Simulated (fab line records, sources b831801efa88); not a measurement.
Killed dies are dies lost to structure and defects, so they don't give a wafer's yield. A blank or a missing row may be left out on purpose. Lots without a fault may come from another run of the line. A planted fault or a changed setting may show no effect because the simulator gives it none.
Problem report in the 8D (eight disciplines) form, filled by code | flow sky130 | the parts of the form that need people (team, actions taken, sign-off) are left out

1. THE PROBLEM
dose_ions_cm2 at SKY_LDD_N_IMPLANT_12 reads a mean of 7.183e+12 on 6 wafers of 2 lots; wafers without a fault read 4.999e+12 with a standard deviation of 5.4e+09. That is +99 or more standard deviations from the usual mean.
First seen on wafer L246.1, day 23 17:59, on implanter-03. The record holds 39 wafers of 13 lots with a number at this step. Rule for "out", or "out of limits": more than 4 standard deviations from the usual mean. The other wafers with a number count as sound.

2. WHAT IT IS AND WHAT IT IS NOT
question                    | is                                | is not
which readings at this step | dose_ions_cm2, faraday_current_uA | -
which lots                  | L246, L247                        | L230, L231, L232, L233, L234, L235, L237, L238, L239, L250, L251
which wafers of those lots  | all that have a number            | -
read on which tools         | implanter-03                      | implanter-01, implanter-04
when                        | from day 23 17:59                 | up to then (27 sound wafers); but 6 sound wafers of L250, L251 came after

3. SUSPECTS, AND WHAT RULES EACH OUT
Counting: a tool at a process step up to the reading stays a suspect if it ran every lot that is out and no sound lot after the first of them.
- implanter-03 at SKY_LDD_N_IMPLANT_12: kept. It ran every lot that is out, first L246 (day 23 17:59), and no sound lot after that; its last sound lot up to then is L239 (day 21 08:24). Its own readings are out on those wafers: dose_ions_cm2, faraday_current_uA.
Left after counting: implanter-03 at SKY_LDD_N_IMPLANT_12.

4. THE CAUSE (what the simulator had put in)
Process parameter drift: implanter-03, from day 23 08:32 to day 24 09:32, at SKY_LDD_N_IMPLANT_12. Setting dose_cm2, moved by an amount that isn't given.
Counting left only this tool.

5. THE CHAIN OF EFFECTS, in route order
Each row: a reading whose mean over the struck wafers that have a number lies more than 3 standard deviations from the usual. Only readings for which the record gives a usual standard deviation are gone through. hours: the time from each lot's start at the first step in this table that gives one to its start at this step, as a median over the lots. sigmas: the change in usual standard deviations.
hours | step                 | reading            | usual     | on struck wafers | change     | sigmas
0     | SKY_LDD_N_IMPLANT_12 | dose_ions_cm2      | 4.999e+12 | 7.183e+12        | +2.184e+12 | +99 or more
0     | SKY_LDD_N_IMPLANT_12 | faraday_current_uA | 28.2      | 40.0             | +11.8      | +22
The process steps in it:
- SKY_LDD_N_IMPLANT_12

6. WHAT WOULD HAVE CAUGHT IT SOONER
In this record the first reading out of limits was taken at day 23 17:59, 9 hours after the fault began at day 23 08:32.
